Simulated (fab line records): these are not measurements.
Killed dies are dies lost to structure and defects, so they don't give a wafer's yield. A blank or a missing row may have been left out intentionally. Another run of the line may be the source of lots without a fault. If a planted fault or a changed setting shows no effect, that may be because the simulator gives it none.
Chamber matching + flow sky130 + cmp-01 running SKY_VIA4_CMP_21: 4 sister chambers
The step polishes, stops on SiO2, t overpolish 25 s, target thk 0 nm. 8 wafers are shown with their chamber, then 7 later ones without.

## WAFERS, EACH WITH ITS CHAMBER
| wafer  | chamber | motor_current_A (A) | edge_zone_pressure_frac |
|--------|---------|---------------------|-------------------------|
| L514.4 | 1       | 11.2                | 1.006                   |
| L515.4 | 0       | 11.1                | 1.006                   |
| L515.5 | 0       | 11.0                | 1.001                   |
| L516.1 | 3       | 10.7                | 1.000                   |
| L516.2 | 1       | 11.6                | 1.012                   |
| L516.3 | 2       | 9.0                 | 1.001                   |
| L518.1 | 3       | 10.0                | 1.002                   |
| L518.3 | 2       | 9.1                 | 1.001                   |

## WAFERS WITHOUT THEIR CHAMBER
| wafer  | motor_current_A (A) | edge_zone_pressure_frac |
|--------|---------------------|-------------------------|
| L518.5 | 11.1                | 1.000                   |
| L519.2 | 9.5                 | 1.008                   |
| L519.4 | 11.7                | 1.010                   |
| L519.6 | 9.6                 | 0.999                   |
| L520.2 | 10.7                | 0.998                   |
| L520.4 | 11.3                | 0.999                   |
| L520.6 | 11.1                | 0.992                   |

## THE CHAMBER EACH PASSED THROUGH
| wafer  | from the rows above          | in truth                   |
|--------|------------------------------|----------------------------|
| L518.5 | can't be placed: 0 or 3      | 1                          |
| L519.2 | can't be placed: 2 or 3      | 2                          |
| L519.4 | 1                            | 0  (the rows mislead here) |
| L519.6 | can't be placed: 2 or 3      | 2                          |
| L520.2 | can't be placed: 3 or 0      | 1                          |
| L520.4 | can't be placed: 0 or 3 or 1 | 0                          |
| L520.6 | can't be placed: 0 or 3      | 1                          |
Correct placement for 0 of the 7. Unplaceable from these rows: 6, with the true chamber sitting among the candidates in 3. Wrongly placed: 1.
How it was worked out, from the rows above alone: a wafer's distance from a chamber is the root of the sum, over the readings, of the square of ((its reading less the chamber's mean) divided by the reading's scatter). If the next closest chamber is less than 2 further off than the closest, the wafer can't be placed; otherwise it belongs to the closest. For every chamber, the mean is computed from those of its wafers that are shown. The scatter: the root of (the sum of the squares of (reading less its chamber's mean) over the shown wafers, divided by (wafers less chambers)).
